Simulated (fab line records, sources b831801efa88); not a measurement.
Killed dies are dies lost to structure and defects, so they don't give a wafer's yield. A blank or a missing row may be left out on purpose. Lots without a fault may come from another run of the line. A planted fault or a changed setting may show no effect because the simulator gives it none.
fab line records | flow sky130
record lots=24 wafers=72 last_day=50
route steps=708 shown FIELD_ISO@17 DNWELL@43 VT_ADJUST_LVTN@106 VT_ADJUST_PCH@152 SONOS_ONO@169
lots that met no fault: from a run of the same line without faults
start_h: hours from the record's first day to the start of the lot's first wafer shown | wait_h: hours since the lot's step before | " the same as in the row above | L1.1+2: a row that stands for several wafers | - no value, or no start given | * or withheld: withheld | < > ~ a bound
route shown NAME@n: a module of which the file shows steps, and the number in the route of the first | usual: mean/standard deviation of fault-free wafers | same: alike in all rows | chamber/n: place in a boat | sites: the reading at each site | _std_site: their standard deviation | _edge_site: outer sites' mean less inner sites' | radius_mm: how far each site lies from the wafer's centre | mask NAME#n: copy n | behind: the tool/chamber that last shaped the wafer | hold: why the lot was held/for how many hours/how that ended | device: the transistor (n, p or np) that didn't switch | end of line: the same wafers' tests at the end of the route | a step without rows: its recipe alone | killed: dies lost to structure and defects at the first sort, not the wafer's yield | map: a wafer's dies, x killed, . not, _ none there
set.NAME: the setting as run; set.NAME@STEP: as run at that earlier step | model.NAME: the simulator's own value behind a step, which no gauge read
steps of the route over a sample of lots; a table a step, a row a wafer
services: from which hour (start_h, from the record's first day; less than 0 if before it) a tool's chamber was out of use, for how many hours, and why
## steps
# step SKY_FIELD_ISO_STRIP_16
# recipe chemistry=O2/N2 power_w=1400 pressure_mtorr=1500 platen_temp_c=withheld o2_flow_sccm=3000 n2_flow_sccm=300 overash_fraction=0.5
# usual drypump_motor_current_A=5.9/0.43 oes_product_au=0.378/0.0052 strip_time_to_endpoint_s=3.54/0.041
# columns lot.wafer tool chamber start_h wait_h drypump_motor_current_A oes_product_au rf_hours_counter_h strip_time_to_endpoint_s
L074.3 plasma_asher-04 0 29.30 0.1 6.0 0.390 - 3.53
L074.5 " 0 " " 6.0 0.378 - 3.54
L074.6 " 1 " " 6.0 0.377 - 3.54
L075.1 plasma_asher-02 0 35.04 0.0 5.2 0.385 36 3.51
L075.4 " 0 " " 5.2 0.369 - 3.52
L075.6 " 0 " " 5.2 0.388 - 3.58
L076.1 plasma_asher-02 0 38.84 0.0 5.2 0.384 36 3.58
L076.2 " 1 " " 5.1 0.378 36 3.59
L076.6 " 1 " " 5.1 0.368 - 3.50
L077.1 plasma_asher-02 0 46.47 0.0 5.2 0.387 37 3.59
L077.4 " 0 " " 5.2 0.382 - 3.58
L077.5 " 0 " " 5.2 0.372 - 3.57
L078.1 plasma_asher-04 0 49.71 0.0 6.0 0.374 36 3.52
L078.3 " 1 " " 6.0 0.377 - 3.58
L078.6 " 0 " " 6.0 0.369 - 3.51
L079.3 plasma_asher-03 1 55.90 0.1 5.9 0.377 - 3.49
L079.4 " 0 " " 6.5 0.375 - 3.51
L079.5 " 0 " " 6.5 0.378 - 3.54
L080.2 plasma_asher-04 0 62.42 0.0 6.0 0.373 37 3.51
L080.5 " 1 " " 6.1 0.374 - 3.49
L080.6 " 0 " " 6.0 0.374 - 3.54
L081.3 plasma_asher-02 0 66.57 0.1 5.2 0.373 - 3.52
L081.5 " 1 " " 5.1 0.379 - 3.52
L081.6 " 0 " " 5.2 0.372 - 3.50
L082.2 plasma_asher-03 1 70.52 0.0 5.8 0.373 39 3.52
L082.5 " 0 " " 6.5 0.371 - 3.50
L082.6 " 1 " " 5.9 0.377 - 3.52
L083.1 plasma_asher-03 1 75.41 0.0 5.8 0.383 40 3.57
L083.2 " 0 " " 6.5 0.378 40 3.61
L083.4 " 0 " " 6.5 0.379 - 3.54
L084.1 plasma_asher-04 0 79.97 0.0 6.0 0.377 39 3.51
L084.5 " 0 " " 6.0 0.382 - 3.59
L084.6 " 1 " " 6.0 0.374 - 3.54
L085.3 plasma_asher-04 1 86.02 0.1 6.1 0.374 - 3.53
L085.5 " 1 " " 6.0 0.383 - 3.61
L085.6 " 0 " " 6.0 0.373 - 3.54
L086.1 plasma_asher-04 0 90.51 0.0 6.0 0.381 40 3.57
L086.2 " 1 " " 6.0 0.376 40 3.61
L086.4 " 0 " " 6.0 0.387 - 3.57
L087.2 plasma_asher-04 1 96.11 0.0 6.0 0.381 40 3.60
L087.3 " 1 " " 6.0 0.377 - 3.60
L087.5 " 0 " " 6.0 0.371 - 3.61
L088.1 plasma_asher-03 0 100.71 0.0 6.5 0.385 43 3.56
L088.2 " 1 " " 5.8 0.370 43 3.50
L088.4 " 1 " " 5.8 0.385 - 3.60
L089.2 plasma_asher-03 0 107.77 0.0 6.5 0.376 43 3.50
L089.5 " 0 " " 6.5 0.372 - 3.49
L089.6 " 1 " " 5.8 0.373 - 3.52
L090.2 plasma_asher-02 1 113.97 0.0 5.1 0.369 41 3.47
L090.4 " 0 " " 5.2 0.381 - 3.56
L090.5 " 1 " " 5.1 0.377 - 3.47
L091.3 plasma_asher-04 1 117.34 0.1 6.0 0.367 - 3.51
L091.4 " 0 " " 5.9 0.369 - 3.45
L091.5 " 0 " " 5.9 0.372 - 3.48
L092.2 plasma_asher-04 1 123.47 0.0 6.0 0.374 43 3.58
L092.4 " 0 " " 6.0 0.372 - 3.46
L092.6 " 1 " " 6.0 0.375 - 3.51
L093.1 plasma_asher-03 0 128.86 0.0 6.5 0.384 1 3.55
L093.2 " 1 " " 5.8 0.362 1 3.46
L093.6 " 0 " " 6.5 0.381 - 3.58
L094.1 plasma_asher-03 0 133.61 0.0 6.5 0.385 1 3.52
L094.3 " 0 " " 6.5 0.387 - 3.57
L094.6 " 1 " " 5.8 0.376 - 3.51
L095.1 plasma_asher-03 1 138.79 0.0 5.9 0.376 2 3.59
L095.3 " 0 " " 6.5 0.375 - 3.49
L095.5 " 0 " " 6.5 0.382 - 3.55
L096.3 plasma_asher-04 0 144.40 0.1 5.9 0.378 - 3.61
L096.5 " 0 " " 6.0 0.379 - 3.54
L096.6 " 1 " " 6.0 0.383 - 3.53
L097.1 plasma_asher-03 0 149.92 0.0 6.5 0.378 3 3.57
L097.2 " 1 " " 5.8 0.373 3 3.55
L097.5 " 1 " " 5.8 0.381 - 3.59
# step SKY_FIELD_ISO_CMP_27
# recipe stop_on=Si3N4 t_overpolish_s=16 down_force_psi=4 platen_rpm=60 target_thk_nm=457.8 pad_velocity_m_s=0.94248
# usual motor_current_A=11.6/1.5 overpolish_run_s=16.000/0.009 time_to_endpoint_s=114/5.8
# columns lot.wafer tool chamber start_h wait_h motor_current_A overpolish_run_s time_to_endpoint_s
L074.3 cmp-01 1 34.24 0.0 10.8 15.993 108
L074.5 " 1 " " 11.0 16.014 109
L074.6 " 2 " " 14.1 16.001 114
L075.1 cmp-01 3 40.13 0.2 11.3 15.993 117
L075.4 " 2 " " 14.3 16.004 113
L075.6 " 0 " " 9.9 15.990 109
L076.2 cmp-01 3 44.54 0.0 11.1 15.997 114
L076.1 " 0 " " 10.1 16.005 106
L076.6 " 0 " " 10.2 15.998 107
L077.4 cmp-01 3 50.19 0.0 10.8 15.992 121
L077.1 " 0 " " 9.9 16.004 111
L077.5 " 0 " " 10.0 15.990 110
L078.3 cmp-02 3 53.94 0.0 10.5 16.004 114
L078.1 " 1 " " 14.1 15.999 121
L078.6 " 0 " " 10.7 16.000 112
L079.3 cmp-01 0 59.60 0.1 10.2 15.982 110
L079.4 " 1 " " 10.8 16.010 103
L079.5 " 3 " " 11.2 15.999 122
L080.2 cmp-01 1 67.45 0.1 11.1 16.006 109
L080.6 " 0 " " 10.0 16.008 110
L080.5 " 1 " " 11.0 16.005 108
L081.3 cmp-02 3 70.32 0.1 10.6 16.002 111
L081.5 " 2 " " 13.4 16.000 116
L081.6 " 3 " " 10.4 15.998 113
L082.2 cmp-02 2 73.98 0.1 13.6 16.012 114
L082.5 " 3 " " 9.8 16.021 111
L082.6 " 0 " " 9.9 16.002 117
L083.4 cmp-02 0 80.48 0.0 10.7 15.997 115
L083.2 " 2 " " 12.8 16.016 120
L083.1 " 3 " " 9.9 16.000 116
L084.1 cmp-02 1 84.84 0.0 13.1 15.990 132
L084.6 " 1 " " 13.8 16.006 124
L084.5 " 2 " " 13.2 15.989 122
L085.3 cmp-01 2 91.10 0.1 14.4 16.009 112
L085.5 " 0 " " 10.1 15.990 106
L085.6 " 1 " " 10.4 15.993 104
L086.4 cmp-02 1 95.21 0.0 13.7 15.994 131
L086.2 " 2 " " 14.1 16.001 126
L086.1 " 0 " " 10.8 16.001 117
L087.3 cmp-01 2 100.25 0.1 14.1 15.996 120
L087.2 " 3 " " 10.9 16.008 120
L087.5 " 0 " " 10.1 16.004 110
L088.1 cmp-01 2 105.91 0.0 13.2 16.011 111
L088.2 " 0 " " 10.1 16.002 108
L088.4 " 1 " " 10.6 16.003 105
L089.2 cmp-02 2 111.52 0.0 13.5 15.995 117
L089.5 " 2 " " 14.1 16.000 112
L089.6 " 3 " " 10.8 16.000 110
L090.4 cmp-02 2 118.93 0.3 13.5 16.016 109
L090.2 " 3 " " 9.8 15.986 111
L090.5 " 1 " " 13.7 15.991 120
L091.3 cmp-02 3 120.84 0.0 10.3 15.999 111
L091.4 " 2 " " 12.9 16.010 116
L091.5 " 3 " " 10.8 16.004 112
L092.4 cmp-02 1 129.81 0.0 13.2 15.984 121
L092.2 " 0 " " 10.3 16.000 110
L092.6 " 1 " " 13.4 15.987 122
L093.1 cmp-01 1 134.28 0.1 11.5 16.010 108
L093.2 " 2 " " 12.9 15.986 121
L093.6 " 1 " " 10.9 16.004 109
L094.1 cmp-01 1 138.15 0.0 10.4 15.995 109
L094.3 " 2 " " 14.8 16.008 113
L094.6 " 1 " " 10.7 15.998 106
L095.1 cmp-01 0 142.12 0.0 9.8 16.010 108
L095.3 " 1 " " 11.0 15.998 109
L095.5 " 0 " " 10.3 15.987 111
L096.3 cmp-01 0 150.49 0.1 10.1 15.988 117
L096.5 " 2 " " 13.4 16.000 121
L096.6 " 3 " " 11.3 16.006 124
L097.2 cmp-02 2 156.14 0.0 13.3 15.989 119
L097.1 " 1 " " 13.8 15.996 124
L097.5 " 2 " " 13.1 16.020 114
# step SKY_DNWELL_STRIP_08
# recipe chemistry=O2/N2 power_w=1400 pressure_mtorr=1500 platen_temp_c=withheld o2_flow_sccm=3000 n2_flow_sccm=300 overash_fraction=0.5
# usual drypump_motor_current_A=5.6/0.39 oes_product_au=0.722/0.0046 strip_time_to_endpoint_s=36.73/0.097
# columns lot.wafer tool chamber start_h wait_h drypump_motor_current_A oes_product_au rf_hours_counter_h strip_time_to_endpoint_s
L074.3 plasma_asher-04 0 53.83 0.1 6.0 0.725 - 36.69
L074.5 " 1 " " 6.0 0.723 - 36.74
L074.6 " 0 " " 6.0 0.723 - 36.72
L075.1 plasma_asher-02 0 59.60 0.1 5.2 0.717 37 36.81
L075.4 " 1 " " 5.1 0.727 - 36.75
L075.6 " 0 " " 5.2 0.726 - 36.61
L076.1 plasma_asher-01 1 64.70 0.1 5.2 0.722 25 36.83
L076.2 " 0 " " 5.8 0.726 25 36.74
L076.6 " 0 " " 5.8 0.718 - 36.78
L077.1 plasma_asher-04 0 69.45 0.1 6.0 0.730 37 36.55
L077.4 " 1 " " 6.0 0.719 - 36.60
L077.5 " 0 " " 6.0 0.727 - 36.66
L078.1 plasma_asher-01 1 73.27 0.1 5.2 0.720 26 36.82
L078.3 " 1 " " 5.2 0.720 - 36.73
L078.6 " 0 " " 5.8 0.724 - 36.74
L079.3 plasma_asher-02 0 79.65 0.1 5.2 0.726 - 36.69
L079.4 " 1 " " 5.1 0.724 - 36.67
L079.5 " 1 " " 5.1 0.720 - 36.72
L080.2 plasma_asher-04 1 86.62 0.1 6.0 0.728 39 36.71
L080.5 " 0 " " 6.0 0.720 - 36.71
L080.6 " 1 " " 6.0 0.710 - 36.77
L081.3 plasma_asher-04 0 89.65 0.1 6.0 0.725 - 36.73
L081.5 " 1 " " 6.0 0.726 - 36.71
L081.6 " 0 " " 6.0 0.726 - 36.67
L082.2 plasma_asher-01 1 93.32 0.1 5.2 0.726 28 36.80
L082.5 " 0 " " 5.9 0.724 - 36.71
L082.6 " 1 " " 5.2 0.718 - 36.87
L083.1 plasma_asher-04 1 101.30 0.1 6.0 0.719 41 36.55
L083.2 " 0 " " 6.0 0.721 41 36.74
L083.4 " 0 " " 6.0 0.723 - 36.61
L084.1 plasma_asher-02 0 105.92 0.1 5.2 0.725 41 36.84
L084.5 " 1 " " 5.2 0.723 - 36.91
L084.6 " 0 " " 5.2 0.718 - 36.80
L085.3 plasma_asher-04 0 111.93 0.1 6.0 0.727 - 36.89
L085.5 " 1 " " 6.0 0.718 - 36.86
L085.6 " 0 " " 6.0 0.716 - 36.93
L086.1 plasma_asher-01 1 115.85 0.1 5.2 0.719 31 36.76
L086.2 " 0 " " 5.9 0.719 31 36.65
L086.4 " 0 " " 5.8 0.722 - 36.68
L087.2 plasma_asher-02 0 121.55 0.1 5.2 0.710 43 36.68
L087.3 " 1 " " 5.2 0.717 - 36.70
L087.5 " 0 " " 5.2 0.714 - 36.70
L088.1 plasma_asher-02 0 126.95 0.1 5.2 0.730 43 36.61
L088.2 " 1 " " 5.2 0.713 43 36.75
L088.4 " 0 " " 5.2 0.725 - 36.70
L089.2 plasma_asher-02 1 131.70 0.1 5.2 0.723 44 36.68
L089.5 " 0 " " 5.2 0.721 - 36.81
L089.6 " 1 " " 5.2 0.729 - 36.59
L090.2 plasma_asher-02 0 140.50 0.1 5.2 0.722 44 36.63
L090.4 " 1 " " 5.1 0.724 - 36.62
L090.5 " 0 " " 5.2 0.730 - 36.53
L091.3 plasma_asher-02 1 145.38 0.1 5.2 0.723 - 36.70
L091.4 " 0 " " 5.2 0.715 - 36.79
L091.5 " 1 " " 5.2 0.731 - 36.68
L092.2 plasma_asher-02 1 152.95 0.1 5.1 0.715 45 36.69
L092.4 " 0 " " 5.2 0.717 - 36.75
L092.6 " 1 " " 5.2 0.719 - 36.60
L093.1 plasma_asher-01 1 156.70 0.1 5.2 0.727 35 36.66
L093.2 " 0 " " 5.8 0.717 35 36.81
L093.6 " 1 " " 5.2 0.728 - 36.69
L094.1 plasma_asher-04 1 160.22 0.1 6.0 0.723 47 36.68
L094.3 " 1 " " 6.0 0.729 - 36.72
L094.6 " 0 " " 6.0 0.719 - 36.64
L095.1 plasma_asher-01 0 164.10 0.1 5.8 0.725 36 36.83
L095.3 " 1 " " 5.2 0.723 - 36.66
L095.5 " 0 " " 5.8 0.725 - 36.84
L096.3 plasma_asher-04 1 173.28 0.1 6.0 0.726 - 36.91
L096.5 " 1 " " 6.0 0.724 - 36.82
L096.6 " 0 " " 6.0 0.720 - 36.93
L097.1 plasma_asher-01 1 179.55 0.1 5.2 0.721 37 36.80
L097.2 " 0 " " 5.8 0.719 37 36.77
L097.5 " 0 " " 5.9 0.724 - 36.81
# step SKY_VT_ADJUST_LVTN_STRIP_09
# recipe chemistry=O2/N2 power_w=1400 pressure_mtorr=1500 platen_temp_c=withheld o2_flow_sccm=3000 n2_flow_sccm=300 overash_fraction=0.5
# usual drypump_motor_current_A=5.7/0.38 oes_product_au=0.722/0.0045 strip_time_to_endpoint_s=36.90/0.1
# columns lot.wafer tool chamber start_h wait_h drypump_motor_current_A oes_product_au rf_hours_counter_h strip_time_to_endpoint_s
L074.3 plasma_asher-02 0 143.39 0.1 5.2 0.722 - 36.72
L074.5 " 1 " " 5.1 0.715 - 36.65
L074.6 " 0 " " 5.2 0.724 - 36.71
L075.1 plasma_asher-04 0 151.38 0.1 6.0 0.720 46 37.05
L075.4 " 1 " " 6.0 0.718 - 36.94
L075.6 " 0 " " 6.0 0.729 - 37.09
L076.1 plasma_asher-04 0 157.73 0.1 6.0 0.722 47 36.77
L076.2 " 1 " " 6.0 0.727 47 36.76
L076.6 " 1 " " 6.0 0.721 - 36.84
L077.1 plasma_asher-04 0 162.36 0.1 6.0 0.728 47 36.90
L077.4 " 1 " " 6.0 0.714 - 36.97
L077.5 " 0 " " 6.0 0.736 - 36.81
L078.1 plasma_asher-01 0 168.81 0.1 5.9 0.728 36 36.96
L078.3 " 0 " " 5.9 0.718 - 37.00
L078.6 " 0 " " 5.9 0.723 - 37.02
L079.3 plasma_asher-04 1 175.32 0.1 6.0 0.727 - 36.78
L079.4 " 0 " " 5.9 0.731 - 36.79
L079.5 " 1 " " 6.0 0.724 - 36.82
L080.2 plasma_asher-01 0 182.58 0.1 5.9 0.723 38 36.98
L080.5 " 1 " " 5.2 0.725 - 36.97
L080.6 " 0 " " 5.9 0.714 - 37.02
L081.3 plasma_asher-04 1 187.82 0.1 6.0 0.713 - 37.02
L081.5 " 1 " " 6.0 0.721 - 37.01
L081.6 " 0 " " 6.0 0.724 - 36.99
L082.2 plasma_asher-02 0 192.03 0.1 5.2 0.724 49 37.04
L082.5 " 0 " " 5.2 0.724 - 37.05
L082.6 " 1 " " 5.1 0.714 - 37.03
L084.1 plasma_asher-01 1 205.18 0.1 5.2 0.723 40 37.04
L084.5 " 1 " " 5.2 0.715 - 37.03
L084.6 " 0 " " 5.9 0.721 - 36.98
L083.1 plasma_asher-01 0 210.16 0.1 5.8 0.726 40 36.89
L083.2 " 1 " " 5.2 0.717 40 36.95
L083.4 " 0 " " 5.9 0.720 - 37.05
L085.3 plasma_asher-04 0 212.97 0.1 6.0 0.718 - 36.87
L085.5 " 0 " " 5.9 0.719 - 36.81
L085.6 " 1 " " 6.0 0.726 - 36.92
L086.1 plasma_asher-04 0 218.23 0.1 6.0 0.730 53 36.87
L086.2 " 1 " " 6.0 0.729 53 36.92
L086.4 " 1 " " 6.0 0.722 - 36.92
L087.2 plasma_asher-01 0 226.26 0.1 5.9 0.730 42 36.92
L087.3 " 1 " " 5.2 0.720 - 37.02
L087.5 " 0 " " 5.9 0.729 - 36.84
L088.1 plasma_asher-04 0 232.33 0.1 6.0 0.717 54 36.90
L088.2 " 1 " " 6.0 0.726 54 36.81
L088.4 " 1 " " 6.0 0.722 - 36.92
L089.2 plasma_asher-04 0 238.01 0.1 6.0 0.724 55 36.91
L089.5 " 0 " " 6.0 0.725 - 36.91
L089.6 " 1 " " 6.0 0.732 - 36.75
L090.2 plasma_asher-04 1 247.53 0.1 6.1 0.719 56 36.89
L090.4 " 1 " " 6.0 0.722 - 36.87
L090.5 " 0 " " 6.0 0.722 - 36.85
L091.3 plasma_asher-04 1 253.67 0.1 6.0 0.726 - 36.93
L091.4 " 0 " " 6.0 0.726 - 36.90
L091.5 " 0 " " 6.0 0.728 - 36.84
L092.2 plasma_asher-02 0 262.73 0.1 5.2 0.719 57 36.99
L092.4 " 1 " " 5.1 0.718 - 37.01
L092.6 " 0 " " 5.2 0.726 - 36.87
L093.1 plasma_asher-01 0 267.91 0.1 5.9 0.723 46 36.92
L093.2 " 1 " " 5.2 0.724 46 36.88
L093.6 " 1 " " 5.2 0.711 - 36.96
L094.1 plasma_asher-02 0 269.83 0.1 5.2 0.721 57 36.73
L094.3 " 1 " " 5.2 0.726 - 36.67
L094.6 " 1 " " 5.2 0.721 - 36.65
L095.1 plasma_asher-04 1 276.08 0.1 6.0 0.716 59 36.90
L095.3 " 1 " " 6.0 0.722 - 36.87
L095.5 " 0 " " 6.0 0.724 - 36.87
L096.3 plasma_asher-02 1 288.82 0.1 5.2 0.723 - 36.90
L096.5 " 0 " " 5.2 0.719 - 36.92
L096.6 " 1 " " 5.2 0.718 - 36.86
L097.1 plasma_asher-02 1 292.58 0.1 5.2 0.722 59 37.01
L097.2 " 0 " " 5.2 0.722 59 37.02
L097.5 " 0 " " 5.2 0.720 - 36.91
# step SKY_VT_ADJUST_PCH_STRIP_09
# recipe chemistry=O2/N2 power_w=1400 pressure_mtorr=1500 platen_temp_c=withheld o2_flow_sccm=3000 n2_flow_sccm=300 overash_fraction=0.5
# usual drypump_motor_current_A=5.8/0.44 oes_product_au=0.723/0.0047 strip_time_to_endpoint_s=36.88/0.096
# columns lot.wafer tool chamber start_h wait_h drypump_motor_current_A oes_product_au rf_hours_counter_h strip_time_to_endpoint_s
L074.3 plasma_asher-04 0 226.42 0.1 6.0 0.725 - 36.94
L074.5 " 0 " " 6.0 0.726 - 36.84
L074.6 " 1 " " 6.0 0.726 - 36.88
L075.1 plasma_asher-03 0 236.43 0.1 6.5 0.727 10 36.75
L075.4 " 0 " " 6.5 0.720 - 36.74
L075.6 " 0 " " 6.5 0.724 - 36.70
L076.1 plasma_asher-03 0 244.77 0.1 6.5 0.724 10 36.89
L076.2 " 1 " " 5.8 0.719 10 36.87
L076.6 " 1 " " 5.9 0.722 - 36.82
L077.1 plasma_asher-02 1 248.48 0.1 5.1 0.723 55 36.87
L077.4 " 1 " " 5.1 0.723 - 36.76
L077.5 " 1 " " 5.1 0.731 - 36.82
L078.1 plasma_asher-02 1 256.86 0.1 5.2 0.717 56 36.70
L078.3 " 1 " " 5.2 0.724 - 36.75
L078.6 " 1 " " 5.2 0.724 - 36.73
L079.3 plasma_asher-04 0 264.81 0.1 6.0 0.722 - 36.99
L079.4 " 1 " " 6.0 0.729 - 37.02
L079.5 " 1 " " 6.0 0.728 - 36.97
L080.2 plasma_asher-04 0 272.87 0.1 6.0 0.727 59 36.86
L080.5 " 1 " " 6.0 0.727 - 36.84
L080.6 " 0 " " 6.0 0.724 - 36.91
L081.3 plasma_asher-04 1 278.24 0.1 6.0 0.722 - 37.00
L081.5 " 0 " " 6.0 0.725 - 36.93
L081.6 " 1 " " 6.0 0.722 - 36.95
L082.2 plasma_asher-03 1 282.92 0.1 5.9 0.730 14 36.90
L082.5 " 0 " " 6.5 0.717 - 36.89
L082.6 " 1 " " 5.9 0.730 - 36.82
L084.1 plasma_asher-04 1 297.58 0.1 6.1 0.721 61 36.75
L084.5 " 1 " " 6.0 0.724 - 36.77
L084.6 " 0 " " 6.0 0.716 - 36.79
L083.1 plasma_asher-04 1 301.98 0.1 6.0 0.726 62 36.93
L083.2 " 0 " " 6.0 0.719 62 37.07
L083.4 " 1 " " 6.0 0.721 - 36.87
L085.3 plasma_asher-04 1 303.87 0.1 6.0 0.724 - 36.86
L085.5 " 1 " " 6.0 0.722 - 36.83
L085.6 " 0 " " 6.0 0.715 - 36.82
L086.1 plasma_asher-04 1 310.17 0.1 6.0 0.726 63 36.96
L086.2 " 0 " " 6.0 0.729 63 36.85
L086.4 " 1 " " 6.0 0.725 - 36.92
L087.2 plasma_asher-04 0 321.33 0.1 6.0 0.721 64 36.90
L087.3 " 0 " " 6.0 0.723 - 36.91
L087.5 " 0 " " 6.0 0.725 - 36.86
L088.1 plasma_asher-02 1 327.52 0.1 5.1 0.710 62 36.84
L088.2 " 0 " " 5.2 0.717 62 36.84
L088.4 " 0 " " 5.2 0.723 - 36.94
L089.2 plasma_asher-04 1 335.67 0.1 6.0 0.726 65 36.87
L089.5 " 0 " " 6.0 0.725 - 36.94
L089.6 " 1 " " 6.1 0.721 - 36.87
L090.2 plasma_asher-02 1 345.67 0.1 5.2 0.718 64 36.99
L090.4 " 1 " " 5.1 0.724 - 36.92
L090.5 " 1 " " 5.2 0.727 - 37.04
L091.3 plasma_asher-02 0 353.74 0.1 5.2 0.716 - 37.02
L091.4 " 1 " " 5.1 0.722 - 36.97
L091.5 " 0 " " 5.2 0.722 - 36.85
L092.2 plasma_asher-02 0 361.62 0.1 5.2 0.725 66 36.81
L092.4 " 0 " " 5.2 0.726 - 36.76
L092.6 " 0 " " 5.2 0.723 - 36.77
L093.1 plasma_asher-04 1 369.07 0.1 6.1 0.723 68 36.99
L093.2 " 0 " " 6.0 0.723 68 36.97
L093.6 " 1 " " 6.0 0.723 - 37.10
L094.1 plasma_asher-03 1 375.76 0.1 5.9 0.715 22 36.91
L094.3 " 0 " " 6.5 0.727 - 36.92
L094.6 " 1 " " 5.9 0.722 - 36.81
L095.1 plasma_asher-03 1 380.73 0.1 5.9 0.720 22 36.94
L095.3 " 1 " " 5.9 0.730 - 36.91
L095.5 " 0 " " 6.5 0.718 - 36.84
L096.3 plasma_asher-03 1 395.86 0.1 5.8 0.720 - 36.88
L096.5 " 0 " " 6.5 0.713 - 36.79
L096.6 " 1 " " 5.9 0.719 - 36.84
L097.1 plasma_asher-02 0 399.73 0.1 5.2 0.725 70 36.70
L097.2 " 1 " " 5.2 0.723 70 36.69
L097.5 " 1 " " 5.2 0.724 - 36.74
# step SKY_SONOS_ONO_THK_MEAS_01
# recipe reads=SiO2_of_SONOS_ONO_OXIDATION_00
# usual SONOS_ONO_OXIDATION_THK=2.60/0.059
# columns lot.wafer tool chamber start_h wait_h SONOS_ONO_OXIDATION_THK[nm]
L074.3 film_metro-03 - 251.00 0.0 2.53
L074.5 " - " " 2.58
L074.6 " - " " 2.67
L075.1 film_metro-03 - 264.23 0.0 2.60
L075.4 " - " " 2.55
L075.6 " - " " 2.54
L076.1 film_metro-04 - 273.49 0.0 2.48
L076.2 " - " " 2.55
L076.6 " - " " 2.56
L077.1 film_metro-03 - 277.42 0.0 2.67
L077.4 " - " " 2.70
L077.5 " - " " 2.63
L078.1 film_metro-03 - 284.34 0.0 2.57
L078.3 " - " " 2.59
L078.6 " - " " 2.60
L079.3 film_metro-03 - 291.36 0.0 2.55
L079.4 " - " " 2.59
L079.5 " - " " 2.56
L080.2 film_metro-03 - 298.30 0.0 2.69
L080.5 " - " " 2.73
L080.6 " - " " 2.62
L081.3 film_metro-04 - 303.00 0.0 2.54
L081.5 " - " " 2.50
L081.6 " - " " 2.53
L082.2 film_metro-04 - 306.62 0.0 2.61
L082.5 " - " " 2.57
L082.6 " - " " 2.62
L084.1 film_metro-04 - 325.15 0.0 2.75
L084.5 " - " " 2.61
L084.6 " - " " 2.65
L083.1 film_metro-01 - 329.66 0.0 2.62
L083.2 " - " " 2.57
L083.4 " - " " 2.66
L085.3 film_metro-01 - 335.44 0.0 2.62
L085.5 " - " " 2.53
L085.6 " - " " 2.64
L086.1 film_metro-01 - 340.68 0.0 2.54
L086.2 " - " " 2.54
L086.4 " - " " 2.58
L087.2 film_metro-01 - 348.97 0.0 2.61
L087.3 " - " " 2.69
L087.5 " - " " 2.66
L088.1 film_metro-04 - 357.45 0.0 2.49
L088.2 " - " " 2.50
L088.4 " - " " 2.55
L089.2 film_metro-01 - 364.96 0.0 2.62
L089.5 " - " " 2.63
L089.6 " - " " 2.66
L090.2 film_metro-01 - 374.75 0.0 2.59
L090.4 " - " " 2.48
L090.5 " - " " 2.52
L091.3 film_metro-03 - 383.65 0.0 2.64
L091.4 " - " " 2.62
L091.5 " - " " 2.60
L092.2 film_metro-03 - 393.49 0.0 2.62
L092.4 " - " " 2.68
L092.6 " - " " 2.66
L093.1 film_metro-04 - 401.05 0.0 2.61
L093.2 " - " " 2.56
L093.6 " - " " 2.55
L094.1 film_metro-03 - 406.20 0.0 2.55
L094.3 " - " " 2.60
L094.6 " - " " 2.58
L095.1 film_metro-01 - 412.04 0.0 2.69
L095.3 " - " " 2.64
L095.5 " - " " 2.72
L096.3 film_metro-01 - 428.61 0.0 2.43
L096.5 " - " " 2.46
L096.6 " - " " 2.53
L097.1 film_metro-01 - 431.51 0.0 2.63
L097.2 " - " " 2.66
L097.5 " - " " 2.62
## services
# columns tool chamber start_h hours kind
cmp-01 - 5.40 3.6 pm
plasma_asher-04 - 14.42 2.7 repair
plasma_asher-03 - 37.22 2.8 pm
cmp-01 - 43.68 0.2 repair
plasma_asher-04 - 56.87 5.3 repair
cmp-01 - 57.20 0.9 repair
plasma_asher-04 - 66.85 1.3 repair
cmp-01 - 76.12 0.5 repair
plasma_asher-02 - 87.43 9.8 repair
plasma_asher-03 - 108.75 9.0 pm
cmp-01 - 116.18 3.3 repair
cmp-01 - 119.51 10.1 pm
cmp-01 - 129.60 1.6 repair
plasma_asher-02 - 138.18 0.9 repair
cmp-01 - 200.84 1.8 repair
plasma_asher-03 - 212.11 17.1 repair
cmp-01 - 232.28 4.0 pm
cmp-01 - 241.50 4.8 pm
plasma_asher-02 - 270.27 10.1 repair
plasma_asher-03 - 301.46 10.7 repair
cmp-01 - 317.56 3.3 repair
plasma_asher-02 - 321.00 0.9 repair
cmp-01 - 328.97 4.3 repair
plasma_asher-03 - 331.70 2.5 repair
## key
fault none
